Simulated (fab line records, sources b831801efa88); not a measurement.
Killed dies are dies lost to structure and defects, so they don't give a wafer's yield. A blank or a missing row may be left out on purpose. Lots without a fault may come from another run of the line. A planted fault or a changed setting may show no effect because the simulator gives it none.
fab line records | flow sky130
record lots=12 wafers=36 last_day=49
route steps=708 shown SONOS_ONO@172 VIA3@587 CAP2M@617 PASSIVATION@693 PAD_OPEN@708
lots that met no fault: from a run of the same line without faults
start_h: hours from the record's first day to the start of the lot's first wafer shown | wait_h: hours since the lot's step before | " the same as in the row above | L1.1+2: a row that stands for several wafers | - no value, or no start given | * or withheld: withheld | < > ~ a bound
route shown NAME@n: a module of which the file shows steps, and the number in the route of the first | usual: mean/standard deviation of fault-free wafers | same: alike in all rows | chamber/n: place in a boat | sites: the reading at each site | _std_site: their standard deviation | _edge_site: outer sites' mean less inner sites' | radius_mm: how far each site lies from the wafer's centre | mask NAME#n: copy n | behind: the tool/chamber that last shaped the wafer | hold: why the lot was held/for how many hours/how that ended | device: the transistor (n, p or np) that didn't switch | end of line: the same wafers' tests at the end of the route | a step without rows: its recipe alone | killed: dies lost to structure and defects at the first sort, not the wafer's yield | map: a wafer's dies, x killed, . not, _ none there
set.NAME: the setting as run; set.NAME@STEP: as run at that earlier step | model.NAME: the simulator's own value behind a step, which no gauge read
steps of the route over a sample of lots; a table a step, a row a wafer
services: from which hour (start_h, from the record's first day; less than 0 if before it) a tool's chamber was out of use, for how many hours, and why
## steps
# step SKY_SONOS_ONO_CVD_04
# recipe material=SiO2 precursor=SiH4/N2O target_thk_nm=5.7199 temp_c=900 pressure_mtorr=400
# usual pressure_mtorr=400.0/0.72 spike_tc_bottom_C=919/5.2
# columns lot.wafer tool chamber start_h wait_h pressure_mtorr spike_tc_bottom_C
L944.1 lpcvd-03 1 255.32 0.1 399.7 923
L944.3 " 1 " " 398.8 922
L944.5 " 1 " " 400.1 922
L946.2 lpcvd-03 0 271.88 0.0 399.7 915
L946.5 " 0 " " 400.0 914
L946.6 " 0 " " 399.8 914
L947.1 lpcvd-03 1 271.88 0.1 400.1 923
L947.4 " 1 " " 399.7 923
L947.6 " 1 " " 400.5 924
L948.1 lpcvd-03 0 280.26 0.1 401.4 913
L948.4 " 0 " " 400.8 915
L948.6 " 0 " " 400.5 913
L949.2 lpcvd-03 1 290.54 0.0 401.6 922
L949.4 " 1 " " 400.1 923
L949.5 " 1 " " 401.0 922
L950.2 lpcvd-03 0 297.18 0.0 399.8 914
L950.3 " 0 " " 398.9 914
L950.5 " 0 " " 398.9 914
L951.1 lpcvd-03 1 303.63 0.1 399.5 922
L951.3 " 1 " " 398.9 925
L951.6 " 1 " " 399.4 923
L952.1 lpcvd-03 0 322.31 0.1 401.4 912
L952.2 " 0 " " 400.2 915
L952.5 " 0 " " 400.2 912
L953.2 lpcvd-03 0 322.31 0.0 400.5 913
L953.3 " 0 " " 400.7 914
L953.5 " 0 " " 400.6 913
L955.2 lpcvd-03 0 326.50 0.0 400.6 914
L955.3 " 0 " " 400.0 914
L955.6 " 0 " " 400.4 915
L960.3 lpcvd-03 0 376.86 0.0 399.2 912
L960.5 " 0 " " 400.5 912
L960.6 " 0 " " 399.3 912
L961.3 lpcvd-03 1 381.05 0.0 399.7 924
L961.4 " 1 " " 400.1 924
L961.6 " 1 " " 400.4 921
# step SKY_VIA3_ETCH_14
# recipe chemistry=N2/H2 target=BARC ion_energy_ev=200 source_w=500 bias_w=100 pressure_mtorr=30 n2_flow_sccm=100 h2_flow_sccm=200 stop_on=SiO2 time_s=45.9 target_depth_a=600
# usual drypump_motor_current_A=5.8/0.38 oes_product_au=0.854/0.0046 throttle_valve_pct=13.224/0.0084
# columns lot.wafer tool chamber start_h wait_h drypump_motor_current_A oes_product_au rf_hours_counter_h throttle_valve_pct
L944.1 rie_diel-03 1 927.38 0.0 6.3 0.842 4 13.215
L944.3 " 0 " " 6.3 0.855 2 13.232
L944.5 " 0 " " 6.2 0.852 - 13.223
L946.2 rie_diel-04 1 940.67 0.0 5.6 0.850 21 13.221
L946.5 " 3 " " 5.0 0.855 - 13.247
L946.6 " 2 " " 5.9 0.851 - 13.220
L947.1 rie_diel-03 1 943.18 0.0 6.3 0.850 4 13.235
L947.4 " 3 " " 6.0 0.846 7 13.205
L947.6 " 2 " " 6.2 0.855 - 13.218
L948.1 rie_diel-04 0 954.13 0.0 5.3 0.846 0 13.223
L948.4 " 3 " " 5.0 0.850 20 13.210
L948.6 " 0 " " 5.3 0.858 - 13.225
L949.2 rie_diel-02 2 962.22 0.0 5.8 0.855 10 13.237
L949.4 " 1 " " 5.7 0.851 27 13.222
L949.5 " 1 " " 5.7 0.857 - 13.215
L950.2 rie_diel-03 2 970.92 0.0 6.2 0.854 17 13.214
L950.3 " 0 " " 6.3 0.864 3 13.227
L950.5 " 3 " " 6.0 0.857 - 13.221
L951.1 rie_diel-02 1 972.22 0.0 5.7 0.858 27 13.215
L951.3 " 0 " " 5.5 0.860 17 13.217
L951.6 " 1 " " 5.7 0.845 - 13.207
L953.2 rie_diel-03 1 1003.62 0.0 6.3 0.865 6 13.218
L953.3 " 2 " " 6.2 0.852 18 13.221
L953.5 " 0 " " 6.3 0.862 - 13.233
L952.1 rie_diel-04 1 1005.73 0.0 5.6 0.854 23 13.222
L952.2 " 3 " " 5.0 0.856 22 13.218
L952.5 " 0 " " 5.3 0.854 - 13.224
L955.2 rie_diel-03 2 1006.67 0.0 6.2 0.846 18 13.239
L955.3 " 1 " " 6.3 0.859 6 13.222
L955.6 " 3 " " 6.0 0.852 - 13.214
L960.3 rie_diel-02 3 1036.54 0.0 6.0 0.857 10 13.219
L960.5 " 3 " " 6.0 0.857 - 13.225
L960.6 " 0 " " 5.5 0.856 - 13.224
L961.3 rie_diel-02 0 1044.64 0.0 5.5 0.853 20 13.231
L961.4 " 3 " " 6.0 0.858 11 13.221
L961.6 " 3 " " 6.0 0.852 - 13.209
# step SKY_CAP2M_STRIP_14
# recipe chemistry=O2/N2 power_w=1400 pressure_mtorr=1500 platen_temp_c=withheld o2_flow_sccm=3000 n2_flow_sccm=300 overash_fraction=0.5
# usual drypump_motor_current_A=5.6/0.7 oes_product_au=0.711/0.0052 strip_time_to_endpoint_s=12.61/0.041
# columns lot.wafer tool chamber start_h wait_h drypump_motor_current_A oes_product_au rf_hours_counter_h strip_time_to_endpoint_s
L944.1 plasma_asher-04 1 952.94 0.1 4.7 0.722 21 12.60
L944.3 " 0 " " 6.5 0.715 - 12.66
L944.5 " 1 " " 4.7 0.708 - 12.61
L946.2 plasma_asher-02 0 966.44 0.1 6.2 0.712 54 12.59
L946.5 " 1 " " 5.2 0.709 - 12.65
L946.6 " 0 " " 6.2 0.701 - 12.66
L947.1 plasma_asher-04 0 968.74 0.1 6.5 0.703 23 12.56
L947.4 " 0 " " 6.5 0.717 - 12.52
L947.6 " 1 " " 4.7 0.710 - 12.57
L948.1 plasma_asher-03 1 980.07 0.1 5.3 0.714 115 12.60
L948.4 " 0 " " 5.8 0.718 - 12.63
L948.6 " 0 " " 5.8 0.704 - 12.65
L949.2 plasma_asher-02 0 987.89 0.1 6.2 0.710 56 12.61
L949.4 " 1 " " 5.2 0.711 - 12.59
L949.5 " 1 " " 5.2 0.714 - 12.58
L950.2 plasma_asher-04 0 995.59 0.1 6.5 0.717 25 12.57
L950.3 " 0 " " 6.5 0.707 - 12.58
L950.5 " 0 " " 6.5 0.703 - 12.61
L951.1 plasma_asher-03 1 996.79 0.1 5.3 0.708 117 12.64
L951.3 " 0 " " 5.8 0.717 - 12.65
L951.6 " 1 " " 5.3 0.708 - 12.55
L953.2 plasma_asher-02 0 1028.03 0.1 6.2 0.709 60 12.58
L953.3 " 1 " " 5.1 0.704 - 12.65
L953.5 " 0 " " 6.2 0.707 - 12.64
L952.1 plasma_asher-04 0 1030.29 0.1 6.5 0.717 28 12.58
L952.2 " 1 " " 4.7 0.708 28 12.67
L952.5 " 0 " " 6.5 0.718 - 12.65
L955.2 plasma_asher-04 0 1031.46 0.1 6.5 0.710 29 12.57
L955.3 " 0 " " 6.5 0.710 - 12.57
L955.6 " 1 " " 4.7 0.715 - 12.61
L960.3 plasma_asher-04 0 1060.78 0.1 6.5 0.712 - 12.62
L960.5 " 1 " " 4.7 0.705 - 12.64
L960.6 " 0 " " 6.5 0.714 - 12.64
L961.3 plasma_asher-04 1 1067.82 0.1 4.7 0.709 - 12.61
L961.4 " 0 " " 6.5 0.707 - 12.64
L961.6 " 0 " " 6.5 0.709 - 12.68
# step SKY_PASSIVATION_STRIP_12
# recipe chemistry=O2/N2 power_w=1400 pressure_mtorr=1500 platen_temp_c=withheld overash_fraction=0.7 o2_flow_sccm=3000 n2_flow_sccm=300
# usual drypump_motor_current_A=5.6/0.62 oes_product_au=0.661/0.0044 strip_time_to_endpoint_s=31.51/0.13
# columns lot.wafer tool chamber start_h wait_h drypump_motor_current_A oes_product_au rf_hours_counter_h strip_time_to_endpoint_s
L944.1 plasma_asher-03 1 1049.42 0.1 5.3 0.663 122 31.33
L944.3 " 0 " " 5.8 0.666 - 31.58
L944.5 " 1 " " 5.3 0.660 - 31.41
L946.2 plasma_asher-02 0 1062.62 0.1 6.2 0.665 63 31.38
L946.5 " 1 " " 5.2 0.654 - 31.34
L946.6 " 0 " " 6.2 0.664 - 31.36
L947.1 plasma_asher-03 1 1064.27 0.1 5.3 0.661 0 31.53
L947.4 " 0 " " 5.8 0.655 - 31.58
L947.6 " 0 " " 5.8 0.665 - 31.51
L948.1 plasma_asher-04 1 1074.58 0.1 4.7 0.659 33 31.56
L948.4 " 0 " " 6.5 0.661 - 31.59
L948.6 " 1 " " 4.7 0.665 - 31.44
L949.2 plasma_asher-03 1 1082.34 0.1 5.3 0.671 2 31.56
L949.4 " 1 " " 5.3 0.657 - 31.49
L949.5 " 1 " " 5.3 0.659 - 31.47
L950.2 plasma_asher-03 1 1087.84 0.1 5.3 0.666 2 31.81
L950.3 " 0 " " 5.8 0.665 - 31.71
L950.5 " 0 " " 5.8 0.657 - 31.62
L951.1 plasma_asher-02 0 1088.54 0.1 6.2 0.669 66 31.56
L951.3 " 0 " " 6.2 0.662 - 31.37
L951.6 " 0 " " 6.2 0.660 - 31.68
L953.2 plasma_asher-02 1 1117.37 0.1 5.1 0.663 69 31.74
L953.3 " 0 " " 6.2 0.665 - 31.65
L953.5 " 1 " " 5.2 0.658 - 31.59
L952.1 plasma_asher-04 1 1118.74 0.1 4.7 0.660 37 31.49
L952.2 " 0 " " 6.5 0.662 37 31.40
L952.5 " 0 " " 6.5 0.667 - 31.50
L955.2 plasma_asher-04 0 1120.02 0.1 6.5 0.664 38 31.79
L955.3 " 1 " " 4.7 0.661 - 31.38
L955.6 " 0 " " 6.5 0.657 - 31.60
L960.3 plasma_asher-04 1 1147.37 0.1 4.7 0.656 - 31.36
L960.5 " 0 " " 6.6 0.657 - 31.59
L960.6 " 1 " " 4.7 0.655 - 31.76
L961.3 plasma_asher-04 0 1150.67 0.1 6.5 0.657 - 31.55
L961.4 " 1 " " 4.7 0.658 - 31.37
L961.6 " 0 " " 6.5 0.659 - 31.48
# step SKY_PAD_OPEN_PROBE_99
# usual killed_at_M0_to_M3=43/6.4 killed_at_M4_up=2.9/1.7 killed_at_contacts=24/5 killed_at_front_end=15/4 killed_at_other=0.4/0.62 killed_dies=86/9.3 killed_open=47/6.8 killed_short=38/5.8
# same gross_dies=492 killed_at_back_side=0
# columns lot.wafer tool chamber start_h wait_h killed_at_M0_to_M3 killed_at_M4_up killed_at_contacts killed_at_front_end killed_at_other killed_dies killed_open killed_short
L960.3 prober-01 - 1167.07 0.2 35 3 29 42 0 109 43 33
L960.5 prober-01 - 1167.17 0.2 38 1 19 50 1 109 34 34
L960.6 prober-01 - 1167.22 0.2 37 6 20 53 0 116 42 34
# killed by level:class
L960.3 SONOS_ONO:unspecified=33 CONTACT:geometric_particle:open=13 VIA1:geometric_particle:short=6 CONTACT:geometric_particle:short=6 VIA1:geometric_particle:open=6 METAL2:geometric_particle:short=6 VIA3:geometric_particle:open=6 LI_CONTACT:geometric_particle:open=5
L960.5 SONOS_ONO:unspecified=40 VIA3:geometric_particle:open=9 CONTACT:geometric_particle:open=6 METAL2:geometric_particle:short=5 FIELD_ISO:geometric_particle:open=4 LI_CONTACT:geometric_particle:open=4 CONTACT:geometric_particle:short=4 METAL1:geometric_particle:short=4
L960.6 SONOS_ONO:unspecified=39 VIA1:geometric_particle:open=10 CONTACT:geometric_particle:open=9 LI_CONTACT:geometric_particle:open=6 VIA3:geometric_particle:open=6 POLY_GATE:geometric_particle:short=5 METAL1:geometric_particle:short=5 CONTACT:geometric_particle:short=4
## services
# columns tool chamber start_h hours kind
plasma_asher-04 - 328.91 11.8 repair
plasma_asher-04 - 399.03 1.3 repair
plasma_asher-02 - 421.25 9.0 pm
plasma_asher-02 - 436.00 8.8 repair
plasma_asher-02 - 450.15 1.2 repair
plasma_asher-02 - 468.69 10.2 repair
plasma_asher-02 - 529.87 14.6 pm
plasma_asher-03 - 547.75 0.9 repair
lpcvd-03 - 607.71 1.2 repair
plasma_asher-02 - 608.38 2.8 pm
plasma_asher-03 - 632.64 8.8 repair
lpcvd-03 - 652.14 0.4 repair
plasma_asher-03 - 654.59 32.7 pm
plasma_asher-04 - 683.13 2.8 pm
plasma_asher-02 - 718.73 1.0 repair
plasma_asher-04 - 733.75 9.0 pm
plasma_asher-03 - 765.19 2.8 pm
plasma_asher-04 - 784.45 4.2 repair
lpcvd-03 - 795.40 2.8 pm
lpcvd-03 - 798.87 0.5 repair
lpcvd-03 - 838.96 0.8 repair
plasma_asher-04 - 963.10 2.2 repair
lpcvd-03 - 1087.62 0.5 repair
lpcvd-03 - 1115.84 0.5 repair
## key
first_sign step=SKY_PAD_OPEN_PROBE_99 reading=killed_at_front_end direction=up sigmas=8.3 usual=15 struck=48
effect step=SKY_PAD_OPEN_PROBE_99 reading=killed_dies direction=up sigmas=2.7 usual=86 struck=111
met_at SKY_SONOS_ONO_CVD_04
struck_lots L960
struck_wafers L960.3,L960.5,L960.6
tester_left_out L960
not_acting_at SKY_VIA3_ETCH_14,SKY_CAP2M_STRIP_14,SKY_PASSIVATION_STRIP_12
onset_between 326.50 376.86
fault kind=chamber_particle_source tool=lpcvd-03 chamber=0 onset_h=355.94 steps=SKY_SONOS_ONO_CVD_04 rate_per_visit_cm2=0.56867 end_h=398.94
# tester_left_out: of these lots the tester's yield and bins aren't shown, on N5 and GAA mostly nor the transistor test; their killed dies are dies lost to structure and defects alone, not to doping, threshold or leakage, so they don't give the yield
